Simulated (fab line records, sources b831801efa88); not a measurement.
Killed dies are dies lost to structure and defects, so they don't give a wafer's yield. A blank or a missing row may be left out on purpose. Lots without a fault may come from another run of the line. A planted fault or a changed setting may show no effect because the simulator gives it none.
Which tool did it? | flow sky130 | 14 lots, 42 wafers sampled, at 4 steps of a route of 708

WHAT THE GAUGES READ, wafer by wafer
SKY_POLY_CUT_OVL_MEAS_09.
lot  | measured     | on         | POLY_CUT_OVL (nm)
L314 | day 25 01:32 | overlay-02 | 4 1 -2
L315 | day 25 07:38 | overlay-02 | -6 -8 -1
L318 | day 26 04:01 | overlay-02 | 5 -4 3
L323 | day 28 13:20 | overlay-02 | -10 -7 -3
L325 | day 28 19:56 | overlay-02 | 0 -5 -9
L328 | day 30 20:44 | overlay-02 | -5 -13 -7
L329 | day 30 21:45 | overlay-02 | -2 3 -1
L330 | day 31 14:13 | overlay-01 | -5 5 5
L331 | day 31 18:47 | overlay-01 | -7 -1 -4
L332 | day 32 00:51 | overlay-02 | -3 2 -1
L333 | day 32 04:59 | overlay-01 | 0 -4 -2
L335 | day 32 10:07 | overlay-01 | -5 -3 -10
L334 | day 32 12:23 | overlay-01 | -3 -3 2
L336 | day 32 16:07 | overlay-02 | 0 -6 -2

SKY_VIA1_CD_MEAS_12: target cd 150 nm.
lot  | measured     | on        | cd_nm (nm)
L314 | day 34 21:29 | cd_sem-02 | 149.0 148.5 149.1
L315 | day 35 01:29 | cd_sem-01 | 151.5 152.0 151.6
L318 | day 35 20:46 | cd_sem-01 | 149.1 151.1 149.5
L323 | day 38 00:01 | cd_sem-01 | 152.7 152.0 154.2
L325 | day 38 04:22 | cd_sem-02 | 150.8 151.2 151.3
L328 | day 39 21:47 | cd_sem-02 | 152.1 150.9 150.3
L329 | day 40 02:33 | cd_sem-02 | 150.9 150.9 150.0
L330 | day 40 16:23 | cd_sem-01 | 150.0 149.0 149.2
L331 | day 40 22:03 | cd_sem-01 | 147.7 150.0 150.0
L332 | day 41 03:48 | cd_sem-01 | 149.7 147.5 148.1
L333 | day 41 05:57 | cd_sem-01 | 147.3 149.5 151.0
L335 | day 41 09:16 | cd_sem-01 | 150.4 149.7 151.0
L334 | day 41 12:38 | cd_sem-02 | 150.1 149.9 150.3
L336 | day 41 16:27 | cd_sem-02 | 148.4 148.8 149.8

WHICH TOOL RAN EACH LOT (tool, then ch and the chambers of the sampled wafers, then the start)
lot  | SKY_POLY_GATE_ETCH_16              | SKY_SD_N_EXPOSE_04
L314 | rie_diel-03 ch 1,2, day 17 02:20   | iline_stepper-01 ch 0, day 28 03:50
L315 | rie_diel-04 ch 1,2,3, day 17 12:01 | iline_stepper-01 ch 0, day 28 10:04
L318 | rie_diel-02 ch 0,1,3, day 18 04:43 | iline_stepper-01 ch 0, day 29 06:57
L323 | rie_diel-03 ch 1,3, day 20 11:19   | iline_stepper-02, day 31 11:40
L325 | rie_diel-03 ch 1,2,3, day 21 02:53 | iline_stepper-02, day 31 18:59
L328 | rie_diel-02 ch 1,2,3, day 23 07:41 | iline_stepper-02 ch 0, day 33 16:23
L329 | rie_diel-03 ch 0,2,3, day 23 08:37 | iline_stepper-02 ch 0, day 33 18:21
L330 | rie_diel-03 ch 1,3, day 24 01:26   | iline_stepper-01 ch 0, day 34 10:39
L331 | rie_diel-02 ch 0,2, day 24 06:34   | iline_stepper-01 ch 0, day 34 15:14
L332 | rie_diel-02 ch 0,1,2, day 24 14:02 | iline_stepper-02 ch 0, day 34 20:56
L333 | rie_diel-04 ch 1,2, day 24 15:47   | iline_stepper-01 ch 0, day 35 01:03
L335 | rie_diel-03 ch 2,3, day 24 21:56   | iline_stepper-02 ch 0, day 35 04:32
L334 | rie_diel-04 ch 1,2,3, day 25 00:07 | iline_stepper-02 ch 0, day 35 07:58
L336 | rie_diel-03 ch 1,3, day 25 06:50   | iline_stepper-01 ch 0, day 35 12:14
- SKY_POLY_GATE_ETCH_16: etches Si3N4 in CH3F/O2, stops on poly-Si, time 147.5 s, target depth 75 nm.
- SKY_SD_N_EXPOSE_04: exposes mask NSDM, target cd 380 nm.

WHAT THE TOOLS THEMSELVES READ (means of the sampled wafers that have a number; where no wafer has one, the mark that the record gives instead)
SKY_POLY_GATE_ETCH_16.
lot  | tool        | drypump_motor_current_A (A) | oes_product_au (a.u.) | throttle_valve_pct (%)
L314 | rie_diel-03 | 5.9                         | 0.633                 | 10.532
L315 | rie_diel-04 | 5.8                         | 0.641                 | 10.535
L318 | rie_diel-02 | 5.4                         | 0.634                 | 10.523
L323 | rie_diel-03 | 6.0                         | 0.640                 | 10.530
L325 | rie_diel-03 | 6.0                         | 0.642                 | 10.536
L328 | rie_diel-02 | 5.7                         | 0.643                 | 10.534
L329 | rie_diel-03 | 5.8                         | 0.644                 | 10.538
L330 | rie_diel-03 | 6.1                         | 0.645                 | 10.538
L331 | rie_diel-02 | 5.8                         | 0.637                 | 10.532
L332 | rie_diel-02 | 5.8                         | 0.634                 | 10.532
L333 | rie_diel-04 | 5.3                         | 0.640                 | 10.531
L335 | rie_diel-03 | 6.0                         | 0.637                 | 10.532
L334 | rie_diel-04 | 5.8                         | 0.647                 | 10.538
L336 | rie_diel-03 | 6.1                         | 0.645                 | 10.533

SKY_SD_N_EXPOSE_04.
lot  | tool             | exposure_dose_mJ_cm2 | focus_offset_nm (nm)
L314 | iline_stepper-01 | 140.90               | 0.3
L315 | iline_stepper-01 | 140.96               | 0.1
L318 | iline_stepper-01 | 140.77               | 0.2
L323 | iline_stepper-02 | -                    | -
L325 | iline_stepper-02 | -                    | -
L328 | iline_stepper-02 | 141.04               | 1.1
L329 | iline_stepper-02 | 141.09               | 0.5
L330 | iline_stepper-01 | 140.94               | -0.3
L331 | iline_stepper-01 | 140.78               | 0.0
L332 | iline_stepper-02 | 140.96               | 0.3
L333 | iline_stepper-01 | 140.81               | 0.1
L335 | iline_stepper-02 | 140.82               | 0.0
L334 | iline_stepper-02 | 140.69               | 0.3
L336 | iline_stepper-01 | 140.83               | -0.8

THE ANSWER, worked out from the rows above alone
Rule: what is usual is taken from the lots themselves. Put in order of their means at a reading, lots are off if they are a third of the lots or fewer, leave a main group of 4 or more, and stand apart from it by a gap of 3 or more times the standard deviation of the main group's means; of several such gaps the widest counts. A main group whose means are all the same, to the digits that the tables above print for the reading, isn't used. A lot without any number at a reading at which 4 lots or more have one is off too. The other lots that the step has rows for count as sound. The gauges are gone through in route order, then the tools' own readings, and for those a lot's mean is taken as printed above. The first step at which some lot is off is used, and at that step the reading that is off furthest; a lot without a number counts as furthest.
Off: L323, L325, at SKY_SD_N_EXPOSE_04 (exposure_dose_mJ_cm2). Without a number there: L323, L325. The main group: mean 140.88, standard deviation 0.11.
A tool fits if, at that step or a process step before it, it ran every lot that is off, and no sound lot after the first of them. None of those tried fits.

WHAT THE SIMULATOR HAD PUT IN
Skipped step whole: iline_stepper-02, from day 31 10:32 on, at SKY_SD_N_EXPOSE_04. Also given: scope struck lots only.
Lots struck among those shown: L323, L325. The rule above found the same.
